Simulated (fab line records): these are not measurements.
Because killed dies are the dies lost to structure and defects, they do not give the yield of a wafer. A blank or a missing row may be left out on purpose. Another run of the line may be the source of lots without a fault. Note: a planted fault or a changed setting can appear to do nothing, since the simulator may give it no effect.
fab line records | flow sfq_line
[record] lots = 7 wafers = 20 last_day = 92
route steps=325 shown M7@285 I7@296 M8@311
lots that met no fault: from a run of the same line without faults
start_h: hours from the record's opening day to when the first of the lot's shown wafers began | wait_h: how many hours have passed since the lot's step before this one | " repeats the value in the row above | L1.1+2: one row covering several wafers at once | - no value present, or no start provided | * or withheld: withheld | < > ~ a bound
route shown NAME@n: names a module that has steps shown in the file, with the first one's number in the route | usual: average and standard deviation across the fault-free wafers | same: alike in all rows | chamber/n: place in a boat | sites: the reading at each site | _std_site: the standard deviation of these | _edge_site: the outer-site mean with the inner-site mean subtracted | radius_mm: how far each site lies from the wafer's centre | mask NAME#n: copy n | behind: tool/chamber where the wafer was last shaped | hold: what put the lot on hold/how long, in hours/how the hold closed | device: which transistor (n, p or np) failed to switch | end of line: the tests these same wafers got at the end of their route | a step with no rows: only its recipe | killed: dies that structure and defects cost at the first sort, which is not the same as the wafer's yield | map: per-die view of a wafer (x killed, . not killed, _ where there is no die)
set.NAME: the setting as run; set.NAME@STEP: as run at that earlier step | model.NAME: the simulator's own value behind a step, which no gauge read
lots at selected steps of the route; one table per step, one row per wafer
services: when a tool's chamber went out of use (start_h, in hours from the record's first day, below 0 if earlier), for how many hours, and the reason
[[steps]]
[step SFQ_TRILAYER_M7_LITHO_COAT_182]
[recipe] resist = BARC spin_rpm = 3000 resist_thk_nm = 62
[step SFQ_TRILAYER_M7_LITHO_COAT_177]
[recipe] resist = KrF spin_rpm = 3000 resist_thk_nm = 600
[step SFQ_TRILAYER_M7_LITHO_SOFTBAKE_181]
[recipe] temp_c = withheld time_s = withheld resist = KrF
[step SFQ_TRILAYER_M7_LITHO_EXPOSE_178]
[recipe] mask_id = M7 na = 0.6 source_shape = conventional sigma_outer = 0.65 target_cd_nm = 500 dose_mj = 14.4
[step SFQ_TRILAYER_M7_LITHO_PEB_180]
[recipe] peb_temp_c = 115 peb_time_s = 60 resist = KrF
[step SFQ_TRILAYER_M7_LITHO_DEVELOP_179]
[recipe] time_s = 60 resist = KrF
[step SFQ_M7_OVL_MEAS_945]
[usual] M7_OVL = -2/4.3
// columns lot.wafer tool chamber start_h wait_h M7_OVL[nm]
L346.1 overlay-02 - 1817.02 0.1 -7
L346.2 " - " " -2
L346.3 " - " " -4
L353.2 overlay-01 - 2019.63 0.1 -3
L353.5 " - " " -3
L353.6 " - " " -7
L356.1 overlay-01 - 2035.22 0.1 2
L356.2 " - " " 6
L356.4 " - " " 5
L357.3 overlay-01 - 2038.83 0.1 -6
L357.6 " - " " -4
L358.1 overlay-02 - 2045.05 0.1 -10
L358.4 " - " " -3
L358.5 " - " " -5
L362.2 overlay-02 - 2108.90 0.1 4
L362.4 " - " " -2
L362.6 " - " " 3
L364.1 overlay-01 - 2117.30 0.1 -2
L364.2 " - " " -5
L364.6 " - " " -5
[step SFQ_TRILAYER_M7_BARC_OPEN_METAL_ETCH_229]
[recipe] mask_material = PR chemistry = O2 target_depth_nm = 125 target = BARC icp_w = 600 bias_w = 80 pressure_mtorr = 10 time_s = 41.7
[usual] drypump_motor_current_A = 5.71/0.22 oes_product_au = 0.686/0.0047
// columns lot.wafer tool chamber start_h wait_h drypump_motor_current_A oes_product_au rf_hours_counter_h
L346.1 rie_metal-01 0 1817.05 0.0 5.52 0.697 118
L346.2 " 1 " " 5.43 0.678 96
L346.3 " 1 " " 5.42 0.687 -
L353.2 rie_metal-04 0 2019.66 0.0 5.79 0.686 105
L353.5 " 1 " " 6.15 0.686 -
L353.6 " 0 " " 5.80 0.687 -
L356.1 rie_metal-04 1 2035.26 0.0 6.15 0.680 73
L356.2 " 0 " " 5.76 0.681 107
L356.4 " 1 " " 6.16 0.683 -
L357.3 rie_metal-03 0 2038.88 0.0 5.93 0.683 -
L357.6 " 1 " " 5.74 0.686 -
L358.1 rie_metal-03 1 2045.08 0.0 5.74 0.686 90
L358.4 " 1 " " 5.71 0.685 -
L358.5 " 1 " " 5.72 0.679 -
L362.2 rie_metal-01 0 2108.95 0.0 5.52 0.684 -
L362.4 " 0 " " 5.52 0.681 -
L362.6 " 0 " " 5.52 0.684 -
L364.1 rie_metal-01 1 2117.33 0.0 5.44 0.689 0
L364.2 " 0 " " 5.52 0.688 25
L364.6 " 0 " " 5.53 0.679 -
[step SFQ_TRILAYER_M7_ETCH_METAL_ETCH_180]
[recipe] target = Nb stop_on = SiO2 mask_material = PR chemistry = Cl2/Ar target_depth_nm = 240 icp_w = 600 bias_w = 80 pressure_mtorr = 10 time_s = 120
[usual] drypump_motor_current_A = 5.71/0.22 oes_product_au = 0.894/0.0064
// columns lot.wafer tool chamber start_h wait_h drypump_motor_current_A oes_product_au rf_hours_counter_h
L346.1 rie_metal-01 0 1817.11 0.0 5.51 0.899 119
L346.2 " 1 " " 5.46 0.890 96
L346.3 " 1 " " 5.43 0.883 -
L353.2 rie_metal-04 0 2019.72 0.0 5.76 0.902 105
L353.5 " 1 " " 6.18 0.884 -
L353.6 " 0 " " 5.77 0.894 -
L356.1 rie_metal-04 1 2035.32 0.0 6.15 0.883 73
L356.2 " 0 " " 5.77 0.895 107
L356.4 " 1 " " 6.15 0.901 -
L357.3 rie_metal-03 0 2038.96 0.1 5.90 0.912 -
L357.6 " 1 " " 5.75 0.896 -
L358.1 rie_metal-03 1 2045.20 0.1 5.72 0.884 90
L358.4 " 1 " " 5.76 0.892 -
L358.5 " 1 " " 5.76 0.888 -
L362.2 rie_metal-01 0 2109.09 0.1 5.52 0.895 -
L362.4 " 0 " " 5.53 0.897 -
L362.6 " 0 " " 5.52 0.901 -
L364.1 rie_metal-01 1 2117.39 0.0 5.44 0.900 0
L364.2 " 0 " " 5.53 0.887 25
L364.6 " 0 " " 5.53 0.900 -
[step SFQ_TRILAYER_M7_STRIP_STRIP_181]
[recipe] gas = O2 power_w = 200 platen_temp_c = 40 overash_fraction = 0.65 chemistry = O2 pressure_mtorr = 50
[usual] drypump_motor_current_A = 5.70/0.22 oes_product_au = 1.001/0.0086
// columns lot.wafer tool chamber start_h wait_h drypump_motor_current_A oes_product_au rf_hours_counter_h
L346.1 rie_metal-01 0 1817.24 0.1 5.49 1.006 119
L346.2 " 1 " " 5.44 0.994 96
L346.3 " 1 " " 5.44 1.001 -
L353.2 rie_metal-04 0 2019.84 0.1 5.78 1.003 105
L353.5 " 1 " " 6.20 1.006 -
L353.6 " 0 " " 5.78 1.004 -
L356.1 rie_metal-04 1 2035.44 0.1 6.14 1.004 73
L356.2 " 0 " " 5.77 0.991 107
L356.4 " 1 " " 6.16 0.992 -
L357.3 rie_metal-03 0 2039.24 0.2 5.92 1.003 -
L357.6 " 1 " " 5.75 0.988 -
L358.1 rie_metal-03 1 2045.45 0.2 5.73 1.004 90
L358.4 " 1 " " 5.71 0.998 -
L358.5 " 1 " " 5.77 0.995 -
L362.2 rie_metal-01 0 2109.50 0.4 5.49 1.009 -
L362.4 " 0 " " 5.52 1.009 -
L362.6 " 0 " " 5.51 0.996 -
L364.1 rie_metal-01 1 2117.52 0.1 5.43 0.995 0
L364.2 " 0 " " 5.53 1.012 25
L364.6 " 0 " " 5.52 1.004 -
[step SFQ_TRILAYER_M7_STRIP_SOLV_CLEAN_182]
[recipe] chemistry = NMP temp_c = 70 time_s = 600
[step SFQ_TRILAYER_I7_DEP_PECVD_183]
[recipe] material = SiO2 temp_c = 150 time_s = 111.11 pressure_torr = 2.4 rf_w = 183.3 precursor = SiH4/N2O target_thk_nm = 500
[usual] heater_power_w = 90/13 susceptor_temp_C = 150.02/0.16 throttle_valve_pct = 24.1/1.2
// columns lot.wafer tool chamber start_h wait_h heater_power_w susceptor_temp_C throttle_valve_pct
L346.1 pecvd-03 1 1818.19 0.0 80 149.86 23.0
L346.2 " 0 " " 84 149.84 24.9
L346.3 " 2 " " 96 149.82 22.8
L353.2 pecvd-03 0 2020.62 0.0 83 149.69 25.4
L353.5 " 0 " " 70 149.62 25.2
L353.6 " 2 " " 96 149.87 23.3
L356.1 pecvd-03 0 2036.22 0.0 75 149.73 25.2
L356.2 " 2 " " 102 150.09 23.7
L356.4 " 2 " " 106 150.01 23.6
L357.3 pecvd-02 1 2039.83 0.0 103 149.88 27.3
L357.6 " 2 " " 88 149.91 24.2
L358.1 pecvd-03 1 2046.83 0.0 78 149.93 23.8
L358.4 " 0 " " 70 150.14 25.4
L358.5 " 2 " " 95 150.07 23.4
L362.2 pecvd-03 0 2110.68 0.0 78 150.15 25.2
L362.4 " 0 " " 80 150.02 25.3
L362.6 " 1 " " 74 149.95 23.4
L364.1 pecvd-02 2 2118.29 0.0 87 149.96 24.3
L364.2 " 0 " " 91 149.82 23.3
L364.6 " 0 " " 93 149.85 23.2
[step SFQ_TRILAYER_I7_CMP_CMP_184]
[recipe] material = SiO2 down_force_psi = 3 platen_rpm = 60 pad_velocity_m_s = 0.94248
[usual] head_pressure_psi = 3.000/0.0066 motor_current_A = 10.0/1.1 time_to_endpoint_s = 217/8.1
// columns lot.wafer tool chamber start_h wait_h head_pressure_psi motor_current_A time_to_endpoint_s model.SiO2_of_TRILAYER_I7_DEP_PECVD_183.thk_nm
L346.3 cmp-01 2 1833.01 14.8 2.996 10.2 208 200.5
L346.1 " 3 " " 2.997 10.5 213 200.8
L346.2 " 0 " " 2.997 9.7 226 200.2
L353.2 cmp-02 3 2021.20 0.5 3.005 12.0 210 199.6
L353.6 " 2 2022.70 2.0 2.999 8.0 216 199.8
L353.5 " 3 " " 3.004 11.1 212 198.9
L356.1 cmp-02 1 2038.70 2.4 2.992 9.9 228 201.6
L356.2 " 3 2039.70 3.4 2.977 11.5 219 200.6
L356.4 " 0 " " 2.998 10.1 289 309.8
L357.3 cmp-02 2 2042.20 2.3 2.998 8.0 291 309.9
L357.6 " 1 2043.70 3.8 2.999 10.1 226 199.3
L358.1 cmp-02 3 2047.41 0.5 2.993 10.8 212 201.2
L358.4 " 0 " " 2.999 10.5 288 309.5
L358.5 " 3 2049.41 2.5 3.005 11.2 217 198.8
L362.4 cmp-01 0 2111.75 1.0 2.987 9.4 227 200.1
L362.2 " 1 " " 3.014 11.1 223 200.9
L362.6 " 3 2113.25 2.5 3.004 10.7 220 200.1
L364.2 cmp-01 2 2118.37 0.0 3.003 9.8 206 199.5
L364.1 " 3 " " 2.997 10.4 218 199.3
L364.6 " 3 2120.87 2.5 2.991 10.0 229 200.2
[step SFQ_I7_BOW_MEAS_946]
[recipe] mode = bow
[usual] I7_BOW = 7/11
// columns lot.wafer tool chamber start_h wait_h I7_BOW[um]
L346.1 film_metro-02 - 1836.01 2.0 -13
L346.2 " - " " -12
L346.3 " - " " -6
L353.2 film_metro-02 - 2023.72 2.0 19
L353.5 " - " " 14
L353.6 " - " " 13
L356.1 film_metro-01 - 2041.70 2.5 -6
L356.2 " - " " -9
L356.4 " - " " -15
L357.3 film_metro-03 - 2044.74 2.0 7
L357.6 " - " " 13
L358.1 film_metro-03 - 2049.91 2.0 23
L358.4 " - " " 21
L358.5 " - " " 17
L362.2 film_metro-03 - 2113.77 1.0 5
L362.4 " - " " 14
L362.6 " - " " 16
L364.1 film_metro-01 - 2121.37 2.0 -5
L364.2 " - " " 5
L364.6 " - " " 1
[step SFQ_TRILAYER_I7_METRO_MEASURE_185]
[usual] thk_nm = 200.4/1.1
// columns lot.wafer tool chamber start_h wait_h thk_nm
L346.1 film_metro-02 - 1836.13 0.1 200.7
L346.2 " - " " 200.3
L346.3 " - " " 200.3
L353.2 film_metro-02 - 2024.02 0.3 199.5
L353.5 " - " " 198.7
L353.6 " - " " 199.7
L356.1 film_metro-01 - 2041.82 0.1 201.7
L356.2 " - " " 200.7
L356.4 " - " " 309.8
L357.3 film_metro-03 - 2045.22 0.5 309.8
L357.6 " - " " 199.3
L358.1 film_metro-03 - 2050.03 0.1 201.3
L358.4 " - " " 309.6
L358.5 " - " " 198.8
L362.2 film_metro-03 - 2114.07 0.3 200.9
L362.4 " - " " 200.1
L362.6 " - " " 200.3
L364.1 film_metro-01 - 2121.49 0.1 199.2
L364.2 " - " " 199.5
L364.6 " - " " 200.3
[step SFQ_TRILAYER_I7_VIA_LITHO_COAT_192]
[recipe] resist = BARC spin_rpm = 3000 resist_thk_nm = 62
[step SFQ_TRILAYER_I7_VIA_LITHO_COAT_187]
[recipe] resist = KrF spin_rpm = 3000 resist_thk_nm = 650
[step SFQ_TRILAYER_I7_VIA_LITHO_SOFTBAKE_191]
[recipe] temp_c = withheld time_s = withheld resist = KrF
[step SFQ_TRILAYER_I7_VIA_LITHO_EXPOSE_188]
[recipe] mask_id = I7 na = 0.6 source_shape = conventional sigma_outer = 0.65 target_cd_nm = 1000 dose_mj = 21.3
[step SFQ_TRILAYER_I7_VIA_LITHO_PEB_190]
[recipe] peb_temp_c = 115 peb_time_s = 60 resist = KrF
[step SFQ_TRILAYER_I7_VIA_LITHO_DEVELOP_189]
[recipe] time_s = 60 resist = KrF
[step SFQ_I7_OVL_MEAS_947]
[usual] I7_OVL = -4/4.9
// columns lot.wafer tool chamber start_h wait_h I7_OVL[nm]
L346.1 overlay-02 - 1931.09 0.1 -3
L346.2 " - " " -3
L346.3 " - " " -3
L353.2 overlay-02 - 2043.43 0.1 -1
L353.5 " - " " -2
L353.6 " - " " 1
L356.1 overlay-01 - 2047.02 0.1 7
L356.2 " - " " 8
L356.4 " - " " 3
L357.3 overlay-01 - 2048.28 0.1 -7
L357.6 " - " " -2
L358.1 overlay-01 - 2060.27 0.1 -9
L358.4 " - " " -2
L358.5 " - " " -6
L362.2 overlay-01 - 2183.55 0.1 2
L362.4 " - " " 2
L362.6 " - " " 0
L364.1 overlay-02 - 2191.95 0.1 -15
L364.2 " - " " -15
L364.6 " - " " -15
[step SFQ_TRILAYER_I7_VIA_BARC_OPEN_VIA_ETCH_260]
[recipe] mask_material = PR chemistry = O2 target_depth_nm = 125 target = BARC source_w = 500 bias_w = 80 pressure_mtorr = 30 time_s = 41.7
[usual] drypump_motor_current_A = 5.8/0.43 oes_product_au = 0.685/0.005
// columns lot.wafer tool chamber start_h wait_h drypump_motor_current_A oes_product_au rf_hours_counter_h
L346.1 rie_diel-02 3 1931.13 0.0 5.6 0.680 8
L346.2 " 0 " " 5.6 0.695 8
L346.3 " 1 " " 5.6 0.689 16
L353.2 rie_diel-02 0 2043.46 0.0 5.6 0.692 10
L353.5 " 1 " " 5.6 0.688 -
L353.6 " 0 " " 5.6 0.684 -
L356.1 rie_diel-02 2 2047.06 0.0 6.0 0.679 18
L356.2 " 1 " " 5.6 0.687 18
L356.4 " 3 " " 5.6 0.686 10
L357.3 rie_diel-01 2 2048.30 0.0 5.9 0.676 2
L357.6 " 3 " " 6.7 0.686 -
L358.1 rie_diel-03 1 2060.30 0.0 6.5 0.680 4
L358.4 " 0 " " 5.3 0.670 6
L358.5 " 1 " " 6.5 0.688 -
L362.2 rie_diel-01 0 2183.58 0.0 5.6 0.686 6
L362.4 " 2 " " 5.9 0.675 3
L362.6 " 3 " " 6.7 0.690 -
L364.1 rie_diel-01 3 2191.98 0.0 6.7 0.687 5
L364.2 " 0 " " 5.6 0.692 6
L364.6 " 2 " " 5.9 0.694 -
[step SFQ_TRILAYER_I7_VIA_ETCH_VIA_ETCH_190]
[recipe] target = SiO2 stop_on = Nb mask_material = PR taper_deg = 20 chemistry = CHF3 target_depth_nm = 260 source_w = 500 bias_w = 80 pressure_mtorr = 30 time_s = withheld
[usual] drypump_motor_current_A = 5.8/0.43 oes_product_au = 0.856/0.0051
// columns lot.wafer tool chamber start_h wait_h drypump_motor_current_A oes_product_au model.etch.depth_nm model.I7.feature_depth_nm
L346.1 rie_diel-02 3 1931.17 0.0 5.6 0.848 200.8 200.8
L346.2 " 0 " " 5.6 0.852 200.2 200.2
L346.3 " 1 " " 5.6 0.858 200.5 200.5
L353.2 rie_diel-02 0 2043.50 0.0 5.6 0.850 199.6 199.6
L353.5 " 1 " " 5.6 0.853 198.9 198.9
L353.6 " 0 " " 5.6 0.848 199.8 199.8
L356.1 rie_diel-02 2 2047.10 0.0 6.0 0.865 201.6 201.6
L356.2 " 1 " " 5.6 0.853 200.6 200.6
L356.4 " 3 " " 5.6 0.993 261.2 261.2
L357.3 rie_diel-01 2 2048.34 0.0 5.9 0.998 257.1 257.1
L357.6 " 3 " " 6.6 0.864 199.3 199.3
L358.1 rie_diel-03 1 2060.34 0.0 6.5 0.858 201.2 201.2
L358.4 " 0 " " 5.3 0.997 258 258
L358.5 " 1 " " 6.5 0.861 198.8 198.8
L362.2 rie_diel-01 0 2183.62 0.0 5.6 0.849 200.9 200.9
L362.4 " 2 " " 5.9 0.858 200.1 200.1
L362.6 " 3 " " 6.7 0.863 200.1 200.1
L364.1 rie_diel-01 3 2192.02 0.0 6.7 0.853 199.3 199.3
L364.2 " 0 " " 5.6 0.853 199.5 199.5
L364.6 " 2 " " 5.9 0.856 200.2 200.2
[step SFQ_TRILAYER_I7_VIA_STRIP_STRIP_191]
[recipe] gas = O2 power_w = 200 platen_temp_c = 40 overash_fraction = 0.65 chemistry = O2 pressure_mtorr = 50
[step SFQ_TRILAYER_I7_VIA_STRIP_SOLV_CLEAN_192]
[recipe] chemistry = NMP temp_c = 70 time_s = 600
[step SFQ_TRILAYER_M8_LITHO_LOR_COAT_197]
[recipe] resist = lift-off spin_rpm = 3000
[step SFQ_TRILAYER_M8_LITHO_LOR_BAKE_198]
[recipe] resist = lift-off temp_c = withheld time_s = withheld
[step SFQ_TRILAYER_M8_LITHO_COAT_193]
[recipe] resist = KrF spin_rpm = 3000 resist_thk_nm = 600
[step SFQ_TRILAYER_M8_LITHO_SOFTBAKE_199]
[recipe] temp_c = withheld time_s = withheld resist = KrF
[step SFQ_TRILAYER_M8_LITHO_EXPOSE_194]
[recipe] mask_id = M8 na = 0.6 source_shape = conventional sigma_outer = 0.65 target_cd_nm = 2000 dose_mj = 14.4
[step SFQ_TRILAYER_M8_LITHO_PEB_196]
[recipe] peb_temp_c = 115 peb_time_s = 60 resist = KrF
[step SFQ_TRILAYER_M8_LITHO_DEVELOP_195]
[recipe] img_clear_s = 15 time_s = 55 resist = KrF
[step SFQ_M8_OVL_MEAS_948]
[usual] M8_OVL = -3/5.5
// columns lot.wafer tool chamber start_h wait_h M8_OVL[nm]
L346.1 overlay-01 - 1937.41 0.1 -7
L346.2 " - " " -8
L346.3 " - " " -5
L353.2 overlay-01 - 2053.06 0.1 3
L353.5 " - " " -5
L353.6 " - " " -4
L356.1 overlay-01 - 2056.66 0.1 -2
L356.2 " - " " -6
L356.4 " - " " -8
L357.3 overlay-01 - 2059.07 0.1 3
L357.6 " - " " 3
L358.1 overlay-02 - 2077.56 0.1 -4
L358.4 " - " " -8
L358.5 " - " " -2
L362.2 overlay-01 - 2187.97 0.1 -7
L362.4 " - " " -5
L362.6 " - " " 3
L364.1 overlay-02 - 2195.70 0.1 -16
L364.2 " - " " -12
L364.6 " - " " -16
[step SFQ_TRILAYER_M8_DEP_EVAP_197]
[recipe] material = Ti angular_spread_deg = 1 target_thk_nm = 20 time_s = 100 power_w = 2000
[step SFQ_TRILAYER_M8_DEP_EVAP_198]
[recipe] material = Pt angular_spread_deg = 1 target_thk_nm = 50 time_s = 250 power_w = 2000
[step SFQ_TRILAYER_M8_DEP_EVAP_196]
[recipe] material = Au angular_spread_deg = 1 target_thk_nm = 180 time_s = 900 power_w = 2000
[step SFQ_M8_RS_MEAS_949]
[recipe] thk_meas_gauge = four-point-probe reads = Au_of_TRILAYER_M8_DEP_EVAP_196+Pt_of_TRILAYER_M8_DEP_EVAP_198+Ti_of_TRILAYER_M8_DEP_EVAP_197
[usual] M8_AU_RS = 0.1535/0.0016
// columns lot.wafer tool chamber start_h wait_h M8_AU_RS[ohm/sq]
L346.1 film_metro-02 - 1938.19 0.3 0.1579
L346.2 " - " " 0.1560
L346.3 " - " " 0.1533
L353.2 film_metro-02 - 2053.86 0.3 0.1491
L353.5 " - " " 0.1517
L353.6 " - " " 0.1520
L356.1 film_metro-04 - 2057.44 0.3 0.1562
L356.2 " - " " 0.1563
L356.4 " - " " 0.1563
L357.3 film_metro-04 - 2059.88 0.3 0.1560
L357.6 " - " " 0.1540
L358.1 film_metro-03 - 2078.43 0.3 0.1530
L358.4 " - " " 0.1540
L358.5 " - " " 0.1538
L362.2 film_metro-04 - 2188.76 0.3 0.1538
L362.4 " - " " 0.1547
L362.6 " - " " 0.1525
L364.1 film_metro-04 - 2196.48 0.3 0.1540
L364.2 " - " " 0.1556
L364.6 " - " " 0.1528
[step SFQ_M8_THK_MEAS_950]
[recipe] thk_meas_gauge = xrf reads = Au_of_TRILAYER_M8_DEP_EVAP_196
[usual] M8_AU_THK = 180.9/2.1
// columns lot.wafer tool chamber start_h wait_h M8_AU_THK[nm]
L346.1 film_metro-02 - 1938.31 0.1 174.2
L346.2 " - " " 176.9
L346.3 " - " " 179.2
L353.2 film_metro-02 - 2053.97 0.1 185.0
L353.5 " - " " 182.5
L353.6 " - " " 181.3
L356.1 film_metro-04 - 2057.56 0.1 177.9
L356.2 " - " " 178.1
L356.4 " - " " 178.3
L357.3 film_metro-04 - 2059.98 0.1 178.0
L357.6 " - " " 179.9
L358.1 film_metro-03 - 2078.55 0.1 183.6
L358.4 " - " " 182.9
L358.5 " - " " 182.5
L362.2 film_metro-04 - 2188.87 0.1 180.9
L362.4 " - " " 178.7
L362.6 " - " " 182.2
L364.1 film_metro-04 - 2196.60 0.1 180.4
L364.2 " - " " 179.0
L364.6 " - " " 182.2
[step SFQ_TRILAYER_M8_LIFTOFF_LIFTOFF_197]
[recipe] temp_c = 80 time_s = 600 chemistry = NMP
[step SFQ_M8_BOW_MEAS_951]
[recipe] mode = bow
[usual] M8_BOW = 7/11
// columns lot.wafer tool chamber start_h wait_h M8_BOW[um] model.etest.i7.link_ohm
L346.1 film_metro-02 - 1938.54 0.0 -13 1.056
L346.2 " - " " -12 1.061
L346.3 " - " " -4 1.058
L353.2 film_metro-03 - 2054.21 0.0 21 1.044
L353.5 " - " " 16 1.056
L353.6 " - " " 15 1.047
L356.1 film_metro-02 - 2057.79 0.0 -6 1.066
L356.2 " - " " -10 1.061
L356.4 " - " " -14 1e+06
L357.3 film_metro-02 - 2060.23 0.0 8 1e+06
L357.6 " - " " 14 1.038
L358.1 film_metro-04 - 2078.79 0.0 27 1.059
L358.4 " - " " 21 1e+06
L358.5 " - " " 17 1.063
L362.2 film_metro-03 - 2189.12 0.0 5 1.047
L362.4 " - " " 14 1.04
L362.6 " - " " 18 1.04
L364.1 film_metro-03 - 2196.85 0.0 -6 1.044
L364.2 " - " " 4 1.054
L364.6 " - " " 2 1.049
[[services]]
// columns tool chamber start_h hours kind
pecvd-03 - 1797.65 20.5 repair
pecvd-03 2 1802.81 4.7 repair
rie_metal-04 - 1804.38 14.6 pm
pecvd-03 - 1809.10 1.3 repair
rie_metal-04 - 1842.25 0.8 repair
rie_diel-02 - 1861.09 2.8 pm
rie_metal-04 1 1879.19 17.4 repair
rie_diel-01 0 1883.17 6.2 repair
rie_diel-01 2 1888.82 1.4 repair
rie_diel-01 0 1902.57 3.4 repair
rie_diel-01 2 1926.34 1.8 repair
rie_metal-04 0 1944.04 10.8 repair
rie_diel-01 - 1945.60 2.8 pm
rie_diel-01 2 1954.18 2.8 repair
rie_diel-02 1 2001.44 6.1 repair
rie_metal-04 - 2002.76 4.1 repair
rie_diel-02 - 2010.86 0.3 repair
rie_diel-02 2 2085.63 5.6 repair
rie_diel-01 2 2102.81 16.6 repair
rie_diel-02 0 2135.69 16.3 repair
rie_diel-02 - 2135.90 15.6 pm
rie_diel-02 1 2157.62 22.2 repair
rie_diel-02 2 2164.20 4.2 repair
rie_diel-01 1 2169.23 3.4 repair
[[key]]
[first_sign] step = SFQ_TRILAYER_I7_CMP_CMP_184 reading = time_to_endpoint_s direction = up sigmas = 8.9 usual = * struck = *
[effect] step = SFQ_TRILAYER_I7_METRO_MEASURE_185 reading = thk_nm direction = up sigmas = 99+ usual = 200.4 struck = 309.7
[effect] step = SFQ_TRILAYER_I7_VIA_ETCH_VIA_ETCH_190 reading = oes_product_au direction = up sigmas = 27 usual = 0.856 struck = 0.996
[model_effect] step = SFQ_TRILAYER_I7_CMP_CMP_184 value = SiO2_of_TRILAYER_I7_DEP_PECVD_183.thk_nm without = 201.1 struck = 309.8
[model_effect] step = SFQ_TRILAYER_I7_VIA_ETCH_VIA_ETCH_190 value = etch.depth_nm without = 201.1 struck = 258.8
[model_effect] step = SFQ_M8_BOW_MEAS_951 value = etest.i7.link_ohm without = 1.048 struck = 1e+06
met_at SFQ_TRILAYER_I7_CMP_CMP_184
struck_wafers L356.4,L357.3,L358.4
[fault] kind = process_parameter_drift tool = cmp-02 chamber = - onset_h = 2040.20 steps = SFQ_TRILAYER_I7_CMP_CMP_184 channel = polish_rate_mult offset = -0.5 shape = step end_h = 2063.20 scope = struck_wafers_only
